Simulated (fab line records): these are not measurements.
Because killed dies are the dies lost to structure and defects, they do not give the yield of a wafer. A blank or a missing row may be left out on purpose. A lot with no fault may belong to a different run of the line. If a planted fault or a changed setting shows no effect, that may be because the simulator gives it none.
fab line records -- flow sfqLine
record lots=6, wafers=18, lastDay=82
route steps=325 shown I6@270 M7@281
lots that met no fault: taken from a fault-free run of the same line
startH: hours from the record's first day to the start of the lot's first wafer shown -- waitH: hours elapsed since this lot's preceding step -- " as in the row above -- L1.1+2: several wafers, shown together as one row -- - no value, or no start was given -- * or withheld: withheld -- < > ~ a bound
route shown NAME@n: names a module that has steps shown in the file, with the first one's number in the route -- usual: the fault-free wafers' mean and standard deviation -- same: alike in all rows -- chamber/n: place in a boat -- sites: each site's reading -- _std_site: the values' standard deviation -- _edge_site: inner sites' mean taken away from outer sites' mean -- radiusMm: how far each site lies from the wafer's centre -- mask NAME#n: copy n -- behind: the tool/chamber that last shaped the wafer -- hold: the reason the lot was held/the length of the hold in hours/how it ended -- device: the transistor (n, p or np) that didn't switch -- end of line: the tests these same wafers got at the end of their route -- a step without rows: its recipe alone -- killed: at the first sort, the dies lost to defects and structure; wafer yield is something else -- map: a wafer's dies, marking killed ones x, the rest . and places with no die _
set.NAME: setting as actually run; set.NAME@STEP: the setting as run at that earlier step -- model.NAME: the simulator's own value behind a step, which no gauge read
certain route steps with their lots: each step a table, each wafer a row
services: the hour from which a tool's chamber was out of use, counted from the record's first day as startH (under 0 if before that day), plus the number of hours and why
## steps
# step SFQ_TRILAYER_I6_VIA_LITHO_COAT_174
# recipe resist=BARC, spinRpm=3000, resistThkNm=62
# step SFQ_TRILAYER_I6_VIA_LITHO_COAT_169
# recipe resist=KrF, spinRpm=3000, resistThkNm=650
# step SFQ_TRILAYER_I6_VIA_LITHO_SOFTBAKE_173
# recipe tempC=withheld, timeS=withheld, resist=KrF
# step SFQ_TRILAYER_I6_VIA_LITHO_EXPOSE_170
# recipe maskId=I6, na=0.6, sourceShape=conventional, sigmaOuter=0.65, targetCdNm=700, doseMj=21.3
# step SFQ_TRILAYER_I6_VIA_LITHO_PEB_172
# recipe pebTempC=115, pebTimeS=60, resist=KrF
# step SFQ_TRILAYER_I6_VIA_LITHO_DEVELOP_171
# recipe timeS=60, resist=KrF
# step SFQ_I6_OVL_MEAS_942
# usual I6_OVL=2/4.7
lot.wafer,tool,chamber,startH,waitH,I6_OVL[nm]
L295.1,overlay-01,-,1489.38,0.1,-3
L295.2,overlay-01,-,1489.38,0.1,1
L295.6,overlay-01,-,1489.38,0.1,-1
L297.1,overlay-02,-,1492.78,0.1,4
L297.3,overlay-02,-,1492.78,0.1,4
L297.4,overlay-02,-,1492.78,0.1,2
L300.1,overlay-02,-,1497.64,0.1,2
L300.5,overlay-02,-,1497.64,0.1,0
L300.6,overlay-02,-,1497.64,0.1,9
L302.2,overlay-02,-,1809.65,0.1,-3
L302.4,overlay-02,-,1809.65,0.1,6
L302.6,overlay-02,-,1809.65,0.1,-2
L304.1,overlay-02,-,1814.83,0.1,0
L304.3,overlay-02,-,1814.83,0.1,-1
L304.5,overlay-02,-,1814.83,0.1,-4
L308.1,overlay-02,-,1826.53,0.1,-4
L308.5,overlay-02,-,1826.53,0.1,-7
L308.6,overlay-02,-,1826.53,0.1,-6
# step SFQ_TRILAYER_I6_VIA_BARC_OPEN_VIA_ETCH_235
# recipe maskMaterial=PR, chemistry=O2, targetDepthNm=125, target=BARC, sourceW=500, biasW=80, pressureMtorr=30, timeS=41.7
# usual drypumpMotorCurrentA=6.1/0.43, oesProductAu=0.684/0.0046, rfFwdPowerW=494.9/2.1
lot.wafer,tool,chamber,startH,waitH,drypumpMotorCurrentA,oesProductAu,rfFwdPowerW,rfHoursCounterH
L295.1,rieDiel-03,2,1489.41,0.0,6.3,0.689,495.6,17
L295.2,rieDiel-03,3,1489.41,0.0,6.2,0.676,493.6,15
L295.6,rieDiel-03,2,1489.41,0.0,6.3,0.680,496.5,-
L297.1,rieDiel-02,0,1492.81,0.0,5.4,0.686,497.5,9
L297.3,rieDiel-02,3,1492.81,0.0,5.1,0.684,495.6,6
L297.4,rieDiel-02,2,1492.81,0.0,6.5,0.688,492.5,14
L300.1,rieDiel-03,1,1497.68,0.0,6.2,0.687,497.2,2
L300.5,rieDiel-03,2,1497.68,0.0,6.3,0.684,496.7,-
L300.6,rieDiel-03,1,1497.68,0.0,6.1,0.683,495.4,-
L302.2,rieDiel-03,2,1809.68,0.0,6.3,0.684,498.3,1
L302.4,rieDiel-03,1,1809.68,0.0,6.2,0.685,495.7,7
L302.6,rieDiel-03,1,1809.68,0.0,6.2,0.676,496.3,-
L304.1,rieDiel-03,0,1814.86,0.0,6.7,0.684,496.9,4
L304.3,rieDiel-03,1,1814.86,0.0,6.2,0.681,496.9,7
L304.5,rieDiel-03,2,1814.86,0.0,6.3,0.678,495.7,-
L308.1,rieDiel-03,1,1826.56,0.0,6.2,0.691,499.2,8
L308.5,rieDiel-03,1,1826.56,0.0,6.2,0.682,498.9,-
L308.6,rieDiel-03,0,1826.56,0.0,6.7,0.683,494.9,-
# step SFQ_TRILAYER_I6_VIA_ETCH_VIA_ETCH_172
# recipe target=SiO2, stopOn=Nb, maskMaterial=PR, taperDeg=20, chemistry=CHF3, targetDepthNm=260, sourceW=500, biasW=80, pressureMtorr=30, timeS=withheld
# usual drypumpMotorCurrentA=6.1/0.43, oesProductAu=0.854/0.0054, rfFwdPowerW=498.2/1.3
lot.wafer,tool,chamber,startH,waitH,drypumpMotorCurrentA,oesProductAu,rfFwdPowerW
L295.1,rieDiel-03,2,1489.45,0.0,6.3,0.857,498.8
L295.2,rieDiel-03,3,1489.45,0.0,6.2,0.867,498.4
L295.6,rieDiel-03,2,1489.45,0.0,6.3,0.864,499.2
L297.1,rieDiel-02,0,1492.85,0.0,5.4,0.862,496.8
L297.3,rieDiel-02,3,1492.85,0.0,5.1,0.860,496.8
L297.4,rieDiel-02,2,1492.85,0.0,6.5,0.853,496.8
L300.1,rieDiel-03,1,1497.72,0.0,6.1,0.848,498.1
L300.5,rieDiel-03,2,1497.72,0.0,6.3,0.854,498.3
L300.6,rieDiel-03,1,1497.72,0.0,6.2,0.857,496.5
L302.2,rieDiel-03,2,1809.72,0.0,6.3,0.851,499.3
L302.4,rieDiel-03,1,1809.72,0.0,6.2,0.843,499.1
L302.6,rieDiel-03,1,1809.72,0.0,6.2,0.850,499.3
L304.1,rieDiel-03,0,1814.90,0.0,6.7,0.847,500.9
L304.3,rieDiel-03,1,1814.90,0.0,6.2,0.857,499.5
L304.5,rieDiel-03,2,1814.90,0.0,6.3,0.856,497.5
L308.1,rieDiel-03,1,1826.60,0.0,6.1,0.852,502.1
L308.5,rieDiel-03,1,1826.60,0.0,6.1,0.850,500.8
L308.6,rieDiel-03,0,1826.60,0.0,6.7,0.852,499.8
# step SFQ_TRILAYER_I6_VIA_STRIP_STRIP_173
# recipe gas=O2, powerW=200, platenTempC=40, overashFraction=0.65, chemistry=O2, pressureMtorr=50
# usual drypumpMotorCurrentA=5.9/0.32, oesProductAu=1.000/0.0089
# same overashFraction=0.65
lot.wafer,tool,chamber,startH,waitH,drypumpMotorCurrentA,oesProductAu,rfHoursCounterH
L295.1,rieMetal-03,1,1489.57,-,6.1,1.007,23
L295.2,rieMetal-03,0,1489.57,-,5.6,0.995,49
L295.6,rieMetal-03,1,1489.57,-,6.1,0.999,-
L297.1,rieMetal-02,0,1492.97,-,5.6,0.997,15
L297.3,rieMetal-02,0,1492.97,-,5.6,0.996,-
L297.4,rieMetal-02,1,1492.97,-,6.5,1.009,-
L300.1,rieMetal-03,1,1497.83,-,6.1,0.999,25
L300.5,rieMetal-03,0,1497.83,-,5.6,1.002,-
L300.6,rieMetal-03,1,1497.83,-,6.1,0.992,-
L302.2,rieMetal-03,0,1809.83,-,5.6,1.013,90
L302.4,rieMetal-03,1,1809.83,-,6.1,1.006,-
L302.6,rieMetal-03,0,1809.83,-,5.6,1.005,-
L304.1,rieMetal-03,0,1815.02,-,5.6,1.003,91
L304.3,rieMetal-03,1,1815.02,-,6.1,0.999,-
L304.5,rieMetal-03,1,1815.02,-,6.1,1.005,-
L308.1,rieMetal-03,1,1826.72,-,6.1,0.996,68
L308.5,rieMetal-03,0,1826.72,-,5.6,0.997,-
L308.6,rieMetal-03,1,1826.72,-,6.1,1.005,-
# step SFQ_TRILAYER_I6_VIA_STRIP_SOLV_CLEAN_174
# recipe chemistry=NMP, tempC=70, timeS=600
# step SFQ_TRILAYER_M7_DEP_PRE_CLEAN_176
# recipe gas=Ar, timeS=22.5, biasV=250
# step SFQ_TRILAYER_M7_DEP_SPUTTER_175
# recipe material=Nb, basePressurePa=1.33e-06, chamberPressurePa=0.1333, substrateTempC=20, targetThkNm=200, powerW=2000, timeS=133.3
# usual basePressurePa=1.33e-06/1.2e-07, throttleValvePct=29.7/0.74
lot.wafer,tool,chamber,startH,waitH,basePressurePa,throttleValvePct
L295.1,pvdSputter-06,-,1490.37,0.0,1.45e-06,29.6
L295.2,pvdSputter-06,-,1490.37,0.0,1.24e-06,29.5
L295.6,pvdSputter-06,-,1490.37,0.0,1.18e-06,29.2
L297.1,pvdSputter-04,-,1493.77,0.0,1.16e-06,30.4
L297.3,pvdSputter-04,-,1493.77,0.0,1.18e-06,30.1
L297.4,pvdSputter-04,-,1493.77,0.0,1.26e-06,28.8
L300.1,pvdSputter-06,-,1498.64,0.0,1.2e-06,28.9
L300.5,pvdSputter-06,-,1498.64,0.0,1.36e-06,29.4
L300.6,pvdSputter-06,-,1498.64,0.0,1.43e-06,29.5
L302.2,pvdSputter-04,-,1810.65,0.0,1.22e-06,30.1
L302.4,pvdSputter-04,-,1810.65,0.0,1.16e-06,28.8
L302.6,pvdSputter-04,-,1810.65,0.0,1.44e-06,30.1
L304.1,pvdSputter-04,-,1815.84,0.0,1.35e-06,30.3
L304.3,pvdSputter-04,-,1815.84,0.0,1.27e-06,30.5
L304.5,pvdSputter-04,-,1815.84,0.0,1.26e-06,28.7
L304.1,pvdSputter-04,-,1816.09,0.2,1.24e-06,30.2
L304.3,pvdSputter-04,-,1816.09,0.2,1.37e-06,30.8
L304.5,pvdSputter-04,-,1816.09,0.2,1.29e-06,28.8
L308.1,pvdSputter-03,-,1827.52,0.0,1.28e-06,30.0
L308.5,pvdSputter-03,-,1827.52,0.0,1.54e-06,29.3
L308.6,pvdSputter-03,-,1827.52,0.0,1.46e-06,31.0
L308.1,pvdSputter-03,-,1827.78,0.2,1.21e-06,30.1
L308.5,pvdSputter-03,-,1827.78,0.2,1.25e-06,29.1
L308.6,pvdSputter-03,-,1827.78,0.2,1.46e-06,31.2
# step SFQ_M7_RS_MEAS_943
# recipe thkMeasGauge=four-point-probe, reads=Nb_of_TRILAYER_M7_DEP_SPUTTER_175
# usual M7_NB_RS=0.890/0.012
lot.wafer,tool,chamber,startH,waitH,M7_NB_RS[ohm/sq]
L295.1,filmMetro-02,-,1490.46,0.0,0.900
L295.2,filmMetro-02,-,1490.46,0.0,0.895
L295.6,filmMetro-02,-,1490.46,0.0,0.898
L297.1,filmMetro-02,-,1493.86,0.0,0.889
L297.3,filmMetro-02,-,1493.86,0.0,0.893
L297.4,filmMetro-02,-,1493.86,0.0,0.895
L300.1,filmMetro-01,-,1498.73,0.0,0.888
L300.5,filmMetro-01,-,1498.73,0.0,0.887
L300.6,filmMetro-01,-,1498.73,0.0,0.880
L302.2,filmMetro-02,-,1810.76,0.1,0.889
L302.4,filmMetro-02,-,1810.76,0.1,0.897
L302.6,filmMetro-02,-,1810.76,0.1,0.888
L304.1,filmMetro-04,-,1816.18,0.0,0.440
L304.3,filmMetro-04,-,1816.18,0.0,0.441
L304.5,filmMetro-04,-,1816.18,0.0,0.442
L304.1,filmMetro-04,-,1816.47,0.3,0.440
L304.3,filmMetro-04,-,1816.47,0.3,0.441
L304.5,filmMetro-04,-,1816.47,0.3,0.443
L308.1,filmMetro-04,-,1827.87,0.0,0.435
L308.5,filmMetro-04,-,1827.87,0.0,0.441
L308.6,filmMetro-04,-,1827.87,0.0,0.438
L308.1,filmMetro-04,-,1828.16,0.3,0.435
L308.5,filmMetro-04,-,1828.16,0.3,0.440
L308.6,filmMetro-04,-,1828.16,0.3,0.438
## services
tool,chamber,startH,hours,kind
pvdSputter-03,-,1466.20,2.0,repair
rieDiel-03,1,1483.99,3.0,repair
pvdSputter-03,-,1497.77,0.6,repair
pvdSputter-06,-,1499.83,1.7,repair
rieMetal-03,-,1529.49,0.8,repair
pvdSputter-03,-,1588.15,3.8,repair
pvdSputter-06,-,1590.30,8.2,repair
pvdSputter-04,-,1596.01,4.1,repair
rieDiel-03,2,1596.33,7.3,repair
pvdSputter-04,-,1600.71,2.1,repair
rieDiel-02,1,1615.87,15.0,repair
pvdSputter-04,-,1630.51,2.6,repair
rieMetal-03,-,1631.47,14.8,repair
pvdSputter-06,-,1632.69,1.1,repair
rieMetal-03,1,1650.66,26.4,repair
rieMetal-03,-,1691.30,1.4,pm
rieDiel-02,2,1723.97,6.9,repair
pvdSputter-04,-,1733.46,3.5,repair
rieDiel-03,0,1741.24,4.2,repair
rieMetal-03,0,1753.58,29.8,repair
rieDiel-02,1,1755.67,3.1,repair
rieDiel-03,3,1757.66,2.4,repair
pvdSputter-04,-,1805.84,2.1,repair
rieDiel-02,0,1821.23,2.5,repair
## key
firstSign step=SFQ_TRILAYER_M7_DEP_SPUTTER_175, reading=visit, direction=added
effect step=SFQ_M7_RS_MEAS_943, reading=visit, direction=added
effect step=SFQ_M7_RS_MEAS_943, reading=M7_NB_RS, direction=down, sigmas=37, usual=0.890, struck=0.440
metAt SFQ_TRILAYER_M7_DEP_SPUTTER_175
struckWafers L304.1,L304.3,L304.5,L308.1,L308.5,L308.6
scrappedBehind SFQ_M7_RS_MEAS_943 L304.1,L304.3,L304.5,L308.1,L308.5,L308.6
fault kind=repeatedStepWhole, tool=pvdSputter-03,pvdSputter-04,pvdSputter-06, chamber=-, onsetH=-, steps=SFQ_TRILAYER_M7_DEP_SPUTTER_175, times=1, scope=struckLotsOnly
